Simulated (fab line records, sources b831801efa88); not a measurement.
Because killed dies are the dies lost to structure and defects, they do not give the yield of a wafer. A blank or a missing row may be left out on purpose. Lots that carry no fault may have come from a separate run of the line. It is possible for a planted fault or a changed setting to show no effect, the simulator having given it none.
8D (eight disciplines) problem report, filled in by code	flow gf180mcu	the parts of the form that need people (team, actions taken, sign-off) are left out

## 1. WHAT IS WRONG
V3_CVD_00_THK at GF_V3_THK_MEAS_01 reads a mean of 298 nm on 2 wafers of 1 lot; wafers without a fault read 603 nm with a standard deviation of 6.4. That is -48 standard deviations from the usual mean.
First seen on wafer L119.3, day 28 14:44, on film_metro-02. Wafers with a number at this step in the record: 39, from 13 lots. Rule for "out" (also "out of limits"): further than 4 standard deviations from the usual mean. All remaining wafers that have a number are taken as sound.

## 2. WHAT IT IS; WHAT IT IS NOT
question	is	is not
which readings at this step	V3_CVD_00_THK	-
which lots	L119	L100, L102, L103, L105, L106, L107, L108, L109, L112, L120, L998, L999
which wafers of those lots	L119.3, L119.6	L119.5
read on which gauges	film_metro-02	film_metro-01, film_metro-03
when	from day 28 14:44	up to then (34 sound wafers); but 3 sound wafers of L120 came after

## 3. THE SUSPECTS, EACH WITH WHAT RULES IT OUT
Counting: any tool at a process step up to the reading remains a suspect provided it ran every lot that is out. Sound lots after the first of them don't rule it out here, since some wafers of a struck lot are sound.
- the gauge at GF_V3_THK_MEAS_01 has been ruled out. All the wafers that are out were read on film_metro-02, but those of them that GF_V3_CVD_00 has rows for are out there too, on other tools.
- cvd_w-02 at GF_V1_CVD_23 (deposits W, target thk 350 nm, time 105.05 s): kept. L119, the lot that is out, went through it at day 25 20:43; up to then, the latest sound lot through it was L109 at day 22 15:34.
- pvd_sputter-03 at GF_M3_SPUTTER_04 (material TiN, target thk 50 nm, time 41.7 s): kept. L119, the lot that is out, went through it at day 27 17:41; up to then, the latest sound lot through it was L112 at day 25 14:49.
- hdpcvd-02 at GF_V3_CVD_00 (deposits SiO2, target thk 600 nm, time 100 s): kept. L119, the lot that is out, went through it at day 28 14:39; up to then, the latest sound lot through it was L112 at day 26 12:30. On those wafers its own readings are out: sih4_flow_sccm.
- Within cvd_w-02 at GF_V1_CVD_23, the wafers that are out were processed in chamber 1 and their sound lot-mates in chamber 0.
- Within hdpcvd-02 at GF_V3_CVD_00, the wafers that are out were processed in chamber 0 and their sound lot-mates in chamber 1.
cvd_w-02 at GF_V1_CVD_23, pvd_sputter-03 at GF_M3_SPUTTER_04 and hdpcvd-02 at GF_V3_CVD_00 are what is left after counting.

## 4. THE CAUSE (what the simulator had put in)
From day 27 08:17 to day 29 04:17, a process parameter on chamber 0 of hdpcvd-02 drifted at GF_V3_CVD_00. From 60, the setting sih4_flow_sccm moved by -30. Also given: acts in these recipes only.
3 suspects survive the count, and this tool is in that group.

## 5. SEQUENCE OF EFFECTS, ordered by route
Each row: a reading whose mean over the struck wafers that have a number lies more than 3 standard deviations from the usual. Only readings for which the record gives a usual standard deviation are gone through. hours: the time from each lot's start at the first step in this table that gives one to its start at this step, as a median over the lots. sigmas: the change in usual standard deviations.
hours	step	reading	usual	on struck wafers	change	sigmas
0	GF_V3_CVD_00	sih4_flow_sccm	60.00 sccm	29.84	-30.16	-99 or more
0	GF_V3_THK_MEAS_01	V3_CVD_00_THK	603 nm	298	-304	-48
The process steps in it:
- GF_V3_CVD_00: deposits SiO2, target thk 600 nm, time 100 s.

## 6. WHAT WOULD HAVE CAUGHT IT SOONER
30 hours passed between the start of the fault at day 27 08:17 and the first reading out of limits at a measuring or inspecting step in this record, taken at day 28 14:44.
The tool's own readings at GF_V3_CVD_00 were out on every struck wafer that the step has a row for (sih4_flow_sccm): an alarm limit on them would have fired on the first of those.
Lots out: 1; all had begun GF_V3_CVD_00 on hdpcvd-02 by day 28 14:44. Tool hold at that time: it would have spared none of them.
